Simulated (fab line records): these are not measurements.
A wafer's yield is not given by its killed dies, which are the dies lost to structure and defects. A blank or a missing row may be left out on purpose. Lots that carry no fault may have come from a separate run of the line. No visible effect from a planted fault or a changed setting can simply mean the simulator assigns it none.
fab line records | flow sky130
[record] lots = 6 | wafers = 18 | last_day = 49
route steps=708 shown LI_CONTACT@371 PAD_OPEN@708
lots that met no fault: from a run of the same line without faults
start_h: the number of hours between the record's first day and the start of the first shown wafer of the lot | wait_h: hours from the lot's prior step to this one | " same as the row above | L1.1+2: one row covering several wafers at once | - no value present, or no start provided | * or withheld: withheld | < > ~ a bound
route shown NAME@n: names a module that has steps shown in the file, with the first one's number in the route | usual: mean/standard deviation taken from wafers without a fault | same: alike in all rows | chamber/n: place in a boat | sites: readings site by site | _std_site: standard deviation across them | _edge_site: the outer-site mean with the inner-site mean subtracted | radius_mm: how far each site lies from the wafer's centre | mask NAME#n: copy n | behind: tool/chamber where the wafer was last shaped | hold: reason for holding the lot/hours on hold/outcome of the hold | device: names the non-switching transistor (n, p or np) | end of line: at the end of the route, the tests of the same wafers | where a step has no rows: the recipe by itself | killed: count of dies lost to structure and defects at first sort (not the wafer's yield) | map: dies across one wafer; x = killed, . = not, _ = none there
set.NAME: the setting as run; set.NAME@STEP: as run at that earlier step | model.NAME: the simulator's own value behind a step, which no gauge read
lots seen at some steps along the route; tables by step, rows by wafer
services: a tool's chamber out of use, with start hour (start_h, from the record's first day; less than 0 if before it), hours out, and reason
[[steps]]
[step SKY_LI_CONTACT_EXPOSE_09]
[recipe] mask_id = LICM1 | na = 0.8 | source_shape = annular | sigma_inner = 0.55 | sigma_outer = 0.85 | target_cd_nm = 170 | dose_mj = 38
[step SKY_LI_CONTACT_PEB_10]
[recipe] peb_temp_c = withheld | peb_time_s = withheld | resist = KrF-thick
[step SKY_LI_CONTACT_DEVELOP_11]
[recipe] develop_time_s = 60 | resist = KrF-thick | dev_temp_c = 21
[step SKY_LI_CONTACT_CD_MEAS_12]
[recipe] target_cd_nm = 170
[usual] cd_nm = 170.2/1.3
lot.wafer | tool      | chamber | start_h | wait_h | cd_nm
L347.1    | cd_sem-02 | -       | 664.99  | -      | 169.3
L347.3    | "         | -       | "       | "      | 169.3
L347.6    | "         | -       | "       | "      | 168.5
L350.3    | cd_sem-02 | -       | 691.79  | -      | 170.2
L350.4    | "         | -       | "       | "      | 171.3
L350.5    | "         | -       | "       | "      | 169.6
L351.4    | cd_sem-01 | -       | 700.46  | -      | 169.8
L351.5    | "         | -       | "       | "      | 168.7
L351.6    | "         | -       | "       | "      | 168.6
L362.2    | cd_sem-01 | -       | 790.77  | -      | 170.6
L362.3    | "         | -       | "       | "      | 172.3
L362.4    | "         | -       | "       | "      | 172.8
L365.2    | cd_sem-01 | -       | 817.81  | -      | 169.6
L365.3    | "         | -       | "       | "      | 170.9
L365.6    | "         | -       | "       | "      | 170.2
L368.3    | cd_sem-01 | -       | 835.09  | -      | 170.6
L368.4    | "         | -       | "       | "      | 172.0
L368.5    | "         | -       | "       | "      | 169.1
[step SKY_LI_CONTACT_OVL_MEAS_13]
[usual] LI_CONTACT_OVL = 1/5
lot.wafer | tool       | chamber | start_h | wait_h | LI_CONTACT_OVL[nm]
L347.1    | overlay-01 | -       | 665.11  | 0.1    | -3
L347.3    | "          | -       | "       | "      | -1
L347.6    | "          | -       | "       | "      | -10
L350.3    | overlay-01 | -       | 691.88  | 0.1    | 6
L350.4    | "          | -       | "       | "      | 4
L350.5    | "          | -       | "       | "      | 4
L351.4    | overlay-02 | -       | 700.54  | 0.1    | 7
L351.5    | "          | -       | "       | "      | -1
L351.6    | "          | -       | "       | "      | 2
L362.2    | overlay-01 | -       | 790.88  | 0.1    | 11
L362.3    | "          | -       | "       | "      | 3
L362.4    | "          | -       | "       | "      | 7
L365.2    | overlay-01 | -       | 817.91  | 0.1    | 3
L365.3    | "          | -       | "       | "      | 4
L365.6    | "          | -       | "       | "      | -3
L368.3    | overlay-01 | -       | 835.18  | 0.1    | 9
L368.4    | "          | -       | "       | "      | 7
L368.5    | "          | -       | "       | "      | 1
[step SKY_LI_CONTACT_ETCH_14]
[recipe] chemistry = N2/H2 | target = BARC | ion_energy_ev = 200 | source_w = 500 | bias_w = 100 | pressure_mtorr = 30 | n2_flow_sccm = 100 | h2_flow_sccm = 200 | stop_on = SiO2 | time_s = 45.9 | target_depth_a = 600
[usual] drypump_motor_current_A = 5.7/0.41 | oes_product_au = 0.854/0.005 | throttle_valve_pct = 13.225/0.0094
lot.wafer | tool        | chamber | start_h | wait_h | drypump_motor_current_A | oes_product_au | rf_hours_counter_h | throttle_valve_pct
L347.1    | rie_diel-04 | 1       | 665.14  | 0.0    | 5.8                     | 0.852          | 21                 | 13.218
L347.3    | "           | 3       | "       | "      | 5.6                     | 0.855          | 33                 | 13.227
L347.6    | "           | 1       | "       | "      | 5.8                     | 0.846          | -                  | 13.225
L350.3    | rie_diel-01 | 2       | 691.91  | 0.0    | 6.0                     | 0.847          | 14                 | 13.229
L350.4    | "           | 1       | "       | "      | 5.9                     | 0.863          | 4                  | 13.221
L350.5    | "           | 3       | "       | "      | 5.8                     | 0.846          | -                  | 13.236
L351.4    | rie_diel-01 | 2       | 700.56  | 0.0    | 6.0                     | 0.847          | 14                 | 13.223
L351.5    | "           | 3       | "       | "      | 5.8                     | 0.853          | -                  | 13.234
L351.6    | "           | 0       | "       | "      | 5.8                     | 0.854          | -                  | 13.210
L362.2    | rie_diel-04 | 1       | 790.91  | 0.0    | 5.8                     | 0.860          | 25                 | 13.215
L362.3    | "           | 3       | "       | "      | 5.6                     | 0.852          | 36                 | 13.224
L362.4    | "           | 2       | "       | "      | 4.8                     | 0.854          | 15                 | 13.212
L365.2    | rie_diel-04 | 0       | 817.94  | 0.0    | 5.1                     | 0.849          | 2                  | 13.223
L365.3    | "           | 1       | "       | "      | 5.8                     | 0.858          | 26                 | 13.226
L365.6    | "           | 2       | "       | "      | 4.8                     | 0.848          | -                  | 13.222
L368.3    | rie_diel-04 | 0       | 835.21  | 0.0    | 5.1                     | 0.848          | 3                  | 13.222
L368.4    | "           | 1       | "       | "      | 5.8                     | 0.856          | -                  | 13.232
L368.5    | "           | 0       | "       | "      | 5.2                     | 0.856          | -                  | 13.229
[step SKY_LI_CONTACT_ETCH_15]
[recipe] target = PSG | chemistry = C4F8/O2/Ar | stop_on = Si | taper_deg = 4.15 | mask_material = KrF-thick | source_w = 1500 | bias_w = 1200 | pressure_mtorr = 40 | c4f8_flow_sccm = withheld | O2_flow_sccm = 6 | Ar_flow_sccm = 300 | time_s = withheld | target_depth_a = 6000
[usual] oes_product_au = 0.837/0.0045
lot.wafer | tool        | chamber | start_h | wait_h | oes_product_au
L347.1    | rie_diel-04 | 1       | 665.19  | 0.0    | 0.840
L347.3    | "           | 3       | "       | "      | 0.842
L347.6    | "           | 1       | "       | "      | 0.839
L350.3    | rie_diel-01 | 2       | 691.95  | 0.0    | 0.831
L350.4    | "           | 1       | "       | "      | 0.842
L350.5    | "           | 3       | "       | "      | 0.837
L351.4    | rie_diel-01 | 2       | 700.60  | 0.0    | 0.839
L351.5    | "           | 3       | "       | "      | 0.840
L351.6    | "           | 0       | "       | "      | 0.829
L362.2    | rie_diel-04 | 1       | 790.95  | 0.0    | 0.835
L362.3    | "           | 3       | "       | "      | 0.827
L362.4    | "           | 2       | "       | "      | 0.835
L365.2    | rie_diel-04 | 0       | 817.99  | 0.0    | 0.838
L365.3    | "           | 1       | "       | "      | 0.841
L365.6    | "           | 2       | "       | "      | 0.840
L368.3    | rie_diel-04 | 0       | 835.25  | 0.0    | 0.827
L368.4    | "           | 1       | "       | "      | 0.840
L368.5    | "           | 0       | "       | "      | 0.835
[step SKY_LI_CONTACT_STRIP_16]
[recipe] chemistry = O2/N2 | power_w = 1400 | pressure_mtorr = 1500 | platen_temp_c = withheld | o2_flow_sccm = 3000 | n2_flow_sccm = 300 | overash_fraction = 0.5
[usual] drypump_motor_current_A = 5.9/0.5 | oes_product_au = 0.375/0.0044 | strip_time_to_endpoint_s = 3.485/0.026
lot.wafer | tool            | chamber | start_h | wait_h | drypump_motor_current_A | oes_product_au | rf_hours_counter_h | strip_time_to_endpoint_s
L347.1    | plasma_asher-03 | 0       | 665.27  | -      | 6.3                     | 0.374          | 86                 | 3.495
L347.3    | "               | 1       | "       | "      | 5.3                     | 0.373          | -                  | 3.527
L347.6    | "               | 1       | "       | "      | 5.3                     | 0.376          | -                  | 3.525
L350.3    | plasma_asher-04 | 1       | 692.07  | -      | 6.5                     | 0.379          | -                  | 3.450
L350.4    | "               | 0       | "       | "      | 6.4                     | 0.381          | -                  | 3.494
L350.5    | "               | 0       | "       | "      | 6.4                     | 0.373          | -                  | 3.484
L351.4    | plasma_asher-03 | 0       | 700.72  | -      | 6.4                     | 0.378          | -                  | 3.476
L351.5    | "               | 1       | "       | "      | 5.3                     | 0.376          | -                  | 3.509
L351.6    | "               | 0       | "       | "      | 6.4                     | 0.375          | -                  | 3.512
L362.2    | plasma_asher-04 | 1       | 791.03  | -      | 6.5                     | 0.366          | 5                  | 3.478
L362.3    | "               | 1       | "       | "      | 6.5                     | 0.370          | -                  | 3.489
L362.4    | "               | 0       | "       | "      | 6.4                     | 0.370          | -                  | 3.479
L365.2    | plasma_asher-03 | 1       | 818.07  | -      | 5.3                     | 0.380          | 102                | 3.461
L365.3    | "               | 1       | "       | "      | 5.3                     | 0.375          | -                  | 3.479
L365.6    | "               | 1       | "       | "      | 5.3                     | 0.376          | -                  | 3.471
L368.3    | plasma_asher-03 | 0       | 835.37  | -      | 6.4                     | 0.369          | -                  | 3.443
L368.4    | "               | 1       | "       | "      | 5.3                     | 0.371          | -                  | 3.452
L368.5    | "               | 1       | "       | "      | 5.3                     | 0.375          | -                  | 3.492
[step SKY_LI_CONTACT_CLEAN_17]
[recipe] chemistry = NMP | time_s = 600 | temp_c = 60 | dry = n2_spin
[step SKY_LI_CONTACT_PRE_CLEAN_18]
[recipe] gas = Ar | time_s = 5.6 | bias_v = 358
[step SKY_LI_CONTACT_SPUTTER_19]
[recipe] material = Ti | target_thk_nm = 20 | chamber_pressure_pa = 5 | power_w = 2500 | substrate_temp_c = 200 | time_s = 106.37
[usual] chamber_pressure_pa = 5.000/0.01 | throttle_valve_pct = 30.0/1
lot.wafer | tool           | chamber | start_h | wait_h | chamber_pressure_pa | throttle_valve_pct
L347.1    | pvd_sputter-02 | -       | 665.57  | 0.0    | 4.986               | 29.1
L347.3    | "              | -       | "       | "      | 5.015               | 29.7
L347.6    | "              | -       | "       | "      | 4.976               | 29.0
L350.3    | pvd_sputter-01 | -       | 692.34  | 0.0    | 5.022               | 30.3
L350.4    | "              | -       | "       | "      | 5.008               | 31.7
L350.5    | "              | -       | "       | "      | 5.004               | 31.0
L351.4    | pvd_sputter-02 | -       | 700.98  | 0.0    | 5.010               | 29.4
L351.5    | "              | -       | "       | "      | 4.999               | 29.3
L351.6    | "              | -       | "       | "      | 5.004               | 30.6
L362.2    | pvd_sputter-03 | -       | 791.35  | 0.0    | 5.007               | 29.4
L362.3    | "              | -       | "       | "      | 5.016               | 31.4
L362.4    | "              | -       | "       | "      | 5.002               | 29.7
L365.2    | pvd_sputter-03 | -       | 818.38  | 0.0    | 4.990               | 31.5
L365.3    | "              | -       | "       | "      | 5.000               | 29.5
L365.6    | "              | -       | "       | "      | 4.991               | 31.8
L368.3    | pvd_sputter-01 | -       | 835.63  | 0.0    | 4.999               | 31.7
L368.4    | "              | -       | "       | "      | 4.999               | 29.3
L368.5    | "              | -       | "       | "      | 5.017               | 30.3
[step SKY_LI_CONTACT_SPUTTER_20]
[recipe] material = TiN | target_thk_nm = 20 | chamber_pressure_pa = 5 | power_w = 4000 | time_s = 80
[usual] chamber_pressure_pa = 5.000/0.011 | throttle_valve_pct = 30.0/1
lot.wafer | tool           | chamber | start_h | wait_h | chamber_pressure_pa | throttle_valve_pct
L347.1    | pvd_sputter-02 | -       | 665.64  | 0.0    | 4.995               | 29.2
L347.3    | "              | -       | "       | "      | 5.010               | 29.5
L347.6    | "              | -       | "       | "      | 4.987               | 29.2
L350.3    | pvd_sputter-01 | -       | 692.42  | 0.0    | 5.000               | 30.2
L350.4    | "              | -       | "       | "      | 4.993               | 31.6
L350.5    | "              | -       | "       | "      | 4.995               | 30.6
L351.4    | pvd_sputter-02 | -       | 701.06  | 0.0    | 5.002               | 29.6
L351.5    | "              | -       | "       | "      | 5.007               | 29.2
L351.6    | "              | -       | "       | "      | 5.004               | 30.5
L362.2    | pvd_sputter-03 | -       | 791.42  | 0.0    | 4.992               | 29.4
L362.3    | "              | -       | "       | "      | 5.003               | 31.3
L362.4    | "              | -       | "       | "      | 5.020               | 29.6
L365.2    | pvd_sputter-03 | -       | 818.46  | 0.0    | 4.996               | 31.3
L365.3    | "              | -       | "       | "      | 4.991               | 29.4
L365.6    | "              | -       | "       | "      | 4.994               | 31.5
L368.3    | pvd_sputter-01 | -       | 835.71  | 0.0    | 4.992               | 31.4
L368.4    | "              | -       | "       | "      | 5.013               | 29.0
L368.5    | "              | -       | "       | "      | 5.006               | 30.4
[step SKY_LI_CONTACT_CVD_21]
[recipe] material = W | target_thk_nm = 400 | time_s = 120.56 | temp_c = 403.5 | pressure_torr = 40
[usual] chamber_pressure_Torr = 39.99/0.087 | heater_power_w = 852/91
lot.wafer | tool     | chamber | start_h | wait_h | chamber_pressure_Torr | heater_power_w | model.W_of_LI_CONTACT_CVD_21.thk_nm
L347.1    | cvd_w-01 | 1       | 665.70  | 0.0    | 39.97                 | 824            | 422.6
L347.3    | "        | 1       | "       | "      | 39.85                 | 822            | 420.8
L347.6    | "        | 1       | "       | "      | 40.01                 | 814            | 421.9
L350.3    | cvd_w-01 | 1       | 692.52  | 0.1    | 41.59                 | 817            | 432.9
L350.4    | "        | 0       | "       | "      | 41.71                 | 838            | 438.5
L350.5    | "        | 0       | "       | "      | 41.71                 | 880            | 438.2
L351.4    | cvd_w-01 | 1       | 701.25  | 0.2    | 41.51                 | 800            | 432.4
L351.5    | "        | 1       | "       | "      | 41.53                 | 819            | 434.2
L351.6    | "        | 1       | "       | "      | 41.59                 | 821            | 432.4
L362.2    | cvd_w-01 | 1       | 791.48  | 0.0    | 40.03                 | 833            | 415.2
L362.3    | "        | 0       | "       | "      | 40.03                 | 847            | 425.6
L362.4    | "        | 1       | "       | "      | 39.96                 | 825            | 416.7
L365.2    | cvd_w-01 | 1       | 818.52  | 0.0    | 40.00                 | 801            | 418.9
L365.3    | "        | 1       | "       | "      | 40.05                 | 816            | 414
L365.6    | "        | 1       | "       | "      | 39.95                 | 816            | 420.5
L368.3    | cvd_w-02 | 0       | 835.81  | 0.1    | 40.00                 | 1001           | 419
L368.4    | "        | 1       | "       | "      | 40.13                 | 772            | 421.5
L368.5    | "        | 0       | "       | "      | 39.99                 | 973            | 418
[step SKY_LI_CONTACT_RS_MEAS_22]
[recipe] thk_meas_gauge = four-point-probe | reads = W_of_LI_CONTACT_CVD_21+TiN_of_LI_CONTACT_SPUTTER_20+Ti_of_LI_CONTACT_SPUTTER_19
[usual] LI_CONTACT_W_RS = 0.2686/0.0026
lot.wafer | tool          | chamber | start_h | wait_h | LI_CONTACT_W_RS[ohm/sq]
L347.1    | film_metro-01 | -       | 665.83  | 0.1    | 0.2695
L347.3    | "             | -       | "       | "      | 0.2701
L347.6    | "             | -       | "       | "      | 0.2694
L350.3    | film_metro-01 | -       | 692.65  | 0.1    | 0.2634
L350.4    | "             | -       | "       | "      | 0.2596
L350.5    | "             | -       | "       | "      | 0.2602
L351.4    | film_metro-02 | -       | 701.43  | 0.1    | 0.2635
L351.5    | "             | -       | "       | "      | 0.2627
L351.6    | "             | -       | "       | "      | 0.2632
L362.2    | film_metro-04 | -       | 791.63  | 0.1    | 0.2741
L362.3    | "             | -       | "       | "      | 0.2673
L362.4    | "             | -       | "       | "      | 0.2733
L365.2    | film_metro-01 | -       | 818.67  | 0.1    | 0.2725
L365.3    | "             | -       | "       | "      | 0.2752
L365.6    | "             | -       | "       | "      | 0.2718
L368.3    | film_metro-04 | -       | 835.93  | 0.1    | 0.2716
L368.4    | "             | -       | "       | "      | 0.2702
L368.5    | "             | -       | "       | "      | 0.2724
[step SKY_PAD_OPEN_PROBE_99]
[usual] killed_at_M0_to_M3 = 43/6.5 | killed_at_M4_up = 3.2/1.8 | killed_at_contacts = 24/5 | killed_at_front_end = 15/4.1 | killed_at_other = 0.3/0.54 | killed_dies = 85/9.3 | killed_open = 47/7.2 | killed_short = 39/5.9
[same] gross_dies = 492 | killed_at_back_side = 0
lot.wafer | tool      | chamber | start_h | wait_h | killed_at_M0_to_M3 | killed_at_M4_up | killed_at_contacts | killed_at_front_end | killed_at_other | killed_dies | killed_open | killed_short
L350.3    | prober-01 | -       | 1086.79 | 0.2    | 48                 | 3               | 18                 | 15                  | 0               | 84          | 49          | 34
L350.4    | prober-01 | -       | 1086.84 | 0.2    | 58                 | 4               | 24                 | 12                  | 1               | 99          | 52          | 46
L350.5    | prober-01 | -       | 1086.89 | 0.2    | 38                 | 4               | 25                 | 15                  | 0               | 82          | 46          | 36
L351.4    | prober-02 | -       | 1092.11 | 0.2    | 49                 | 1               | 26                 | 27                  | 0               | 103         | 68          | 35
L351.5    | prober-02 | -       | 1092.16 | 0.2    | 44                 | 2               | 19                 | 16                  | 0               | 81          | 47          | 34
L351.6    | prober-02 | -       | 1092.21 | 0.2    | 43                 | 1               | 29                 | 11                  | 0               | 84          | 52          | 31
L365.2    | prober-02 | -       | 1177.42 | 0.1    | 30                 | 4               | 26                 | 14                  | 1               | 75          | 39          | 35
L365.3    | prober-02 | -       | 1177.47 | 0.2    | 38                 | 2               | 20                 | 16                  | 0               | 76          | 39          | 37
L365.6    | prober-02 | -       | 1177.62 | 0.2    | 36                 | 4               | 28                 | 16                  | 0               | 84          | 43          | 40
L368.3    | prober-01 | -       | 1186.48 | 0.2    | 41                 | 7               | 19                 | 12                  | 0               | 79          | 31          | 48
L368.4    | prober-01 | -       | 1186.53 | 0.2    | 37                 | 4               | 21                 | 20                  | 0               | 82          | 46          | 36
L368.5    | prober-01 | -       | 1186.58 | 0.2    | 49                 | 4               | 22                 | 16                  | 0               | 91          | 47          | 44
// killed by level:class
L350.3 VIA1:geometric_particle:open=21 CONTACT:geometric_particle:open=8 LI_CONTACT:geometric_particle:open=5 METAL3:geometric_particle:short=5 VIA1:geometric_particle:short=5 VIA2:geometric_particle:open=5 FIELD_ISO:geometric_particle:short=4 VIA3:geometric_particle:open=4
L350.4 VIA2:geometric_particle:open=12 VIA1:geometric_particle:open=11 VIA1:geometric_particle:short=10 CONTACT:geometric_particle:open=8 VIA3:geometric_particle:open=8 METAL1:geometric_particle:short=7 LI_CONTACT:geometric_particle:open=5 LOCAL_INTERCONNECT:geometric_particle:short=4
L350.5 VIA1:geometric_particle:open=9 LI_CONTACT:geometric_particle:open=8 CONTACT:geometric_particle:open=8 VIA3:geometric_particle:short=5 POLY_GATE:geometric_particle:open=5 METAL3:geometric_particle:short=5 VIA3:geometric_particle:open=5 FIELD_ISO:geometric_particle:short=4
L351.4 CONTACT:geometric_particle:open=12 VIA2:geometric_particle:open=12 VIA1:geometric_particle:open=10 VIA3:geometric_particle:open=9 FIELD_ISO:geometric_particle:short=7 POLY_GATE:geometric_particle:open=7 FIELD_ISO:geometric_particle:open=6 LOCAL_INTERCONNECT:geometric_particle:short=5
L351.5 VIA1:geometric_particle:open=12 LI_CONTACT:geometric_particle:open=6 CONTACT:geometric_particle:short=6 METAL2:geometric_particle:short=5 POLY_GATE:geometric_particle:open=5 POLY_GATE:geometric_particle:short=5 CONTACT:geometric_particle:open=5 VIA2:geometric_particle:open=5
L351.6 CONTACT:geometric_particle:open=14 VIA3:geometric_particle:open=11 LI_CONTACT:geometric_particle:open=8 VIA1:geometric_particle:open=8 METAL2:geometric_particle:short=5 VIA2:geometric_particle:short=5 VIA1:geometric_particle:short=4 VIA2:geometric_particle:open=4
L365.2 LI_CONTACT:geometric_particle:open=7 CONTACT:geometric_particle:short=7 CONTACT:geometric_particle:open=6 VIA3:geometric_particle:open=6 LOCAL_INTERCONNECT:geometric_particle:short=5 VIA2:geometric_particle:open=5 FIELD_ISO:geometric_particle:short=4 POLY_GATE:geometric_particle:open=4
L365.3 VIA3:geometric_particle:open=9 VIA1:geometric_particle:open=6 FIELD_ISO:geometric_particle:short=5 LI_CONTACT:geometric_particle:open=5 CONTACT:geometric_particle:open=5 CONTACT:geometric_particle:short=5 VIA3:geometric_particle:short=5 POLY_GATE:geometric_particle:open=4
L365.6 CONTACT:geometric_particle:open=13 POLY_GATE:geometric_particle:short=7 VIA1:geometric_particle:open=7 LI_CONTACT:geometric_particle:open=6 METAL1:geometric_particle:short=6 METAL2:geometric_particle:short=6 LOCAL_INTERCONNECT:geometric_particle:short=5 VIA2:geometric_particle:open=5
L368.3 CONTACT:geometric_particle:short=8 VIA1:geometric_particle:short=7 METAL1:geometric_particle:short=7 METAL4:geometric_particle:short=5 CONTACT:geometric_particle:open=5 VIA2:geometric_particle:open=5 METAL2:geometric_particle:short=4 VIA1:geometric_particle:open=4
L368.4 VIA1:geometric_particle:open=9 CONTACT:geometric_particle:open=8 VIA3:geometric_particle:open=7 FIELD_ISO:geometric_particle:short=6 POLY_GATE:geometric_particle:open=6 LI_CONTACT:geometric_particle:open=5 FIELD_ISO:geometric_particle:open=4 LI_CONTACT:geometric_particle:short=4
L368.5 METAL1:geometric_particle:short=10 VIA1:geometric_particle:open=7 VIA3:geometric_particle:open=7 CONTACT:geometric_particle:open=6 VIA2:geometric_particle:open=6 FIELD_ISO:geometric_particle:open=5 LI_CONTACT:geometric_particle:open=5 LOCAL_INTERCONNECT:geometric_particle:short=5
[[services]]
tool            | chamber | start_h | hours | kind
pvd_sputter-02  | -       | 645.58  | 0.9   | repair
pvd_sputter-03  | -       | 655.87  | 1.9   | repair
rie_diel-04     | 2       | 663.22  | 6.4   | repair
plasma_asher-04 | -       | 673.51  | 0.4   | repair
cvd_w-01        | 0       | 700.98  | 26.5  | repair
rie_diel-04     | 2       | 719.57  | 5.8   | repair
rie_diel-04     | 0       | 732.29  | -     | clean
rie_diel-04     | 0       | 732.29  | 17.5  | scheduled_down
rie_diel-04     | 0       | 732.29  | 17.5  | vent_cycle
plasma_asher-04 | -       | 733.75  | 9.0   | pm
pvd_sputter-02  | -       | 741.70  | 4.7   | repair
rie_diel-01     | 0       | 761.67  | 13.6  | repair
cvd_w-02        | -       | 769.81  | 6.9   | pm
pvd_sputter-01  | -       | 775.36  | 1.7   | repair
pvd_sputter-02  | -       | 789.61  | 2.8   | repair
pvd_sputter-01  | -       | 801.59  | 0.9   | repair
rie_diel-04     | 3       | 819.98  | -     | clean
rie_diel-04     | 3       | 819.98  | 28.6  | scheduled_down
rie_diel-04     | 3       | 819.98  | 28.6  | vent_cycle
pvd_sputter-01  | 1       | 820.58  | -     | consumable_replace:kit
pvd_sputter-01  | 1       | 820.58  | 18.0  | scheduled_down
pvd_sputter-01  | 1       | 820.58  | 18.0  | vent_cycle
rie_diel-04     | -       | 824.38  | 0.5   | repair
pvd_sputter-02  | 3       | 832.59  | -     | consumable_replace:kit
[[key]]
[first_sign] step = SKY_LI_CONTACT_CVD_21 | reading = chamber_pressure_Torr | direction = up | sigmas = 19 | usual = 39.99 | struck = 41.61
[effect] step = SKY_LI_CONTACT_RS_MEAS_22 | reading = LI_CONTACT_W_RS | direction = down | sigmas = 2.5 | usual = 0.2686 | struck = 0.2621 | wafers_moved = 4
[model_effect] step = SKY_LI_CONTACT_CVD_21 | value = W_of_LI_CONTACT_CVD_21.thk_nm | without = 426.2 | struck = 434.8
met_at SKY_LI_CONTACT_CVD_21
struck_wafers L350.3,L350.4,L350.5,L351.4,L351.5,L351.6
tester_left_out L350,L351
onset_between 665.70 692.52
[fault] kind = process_parameter_drift | tool = cvd_w-01 | chamber = - | onset_h = 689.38 | steps = SKY_LI_CONTACT_CVD_21 | channel = pressure_torr | offset = 1.6389 | shape = step | end_h = 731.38 | acts_in = these_recipes_only | stated = 40
// tester_left_out: of these lots the tester's yield and bins aren't shown, on N5 and GAA mostly nor the transistor test; their killed dies are dies lost to structure and defects alone, not to doping, threshold or leakage, so they don't give the yield
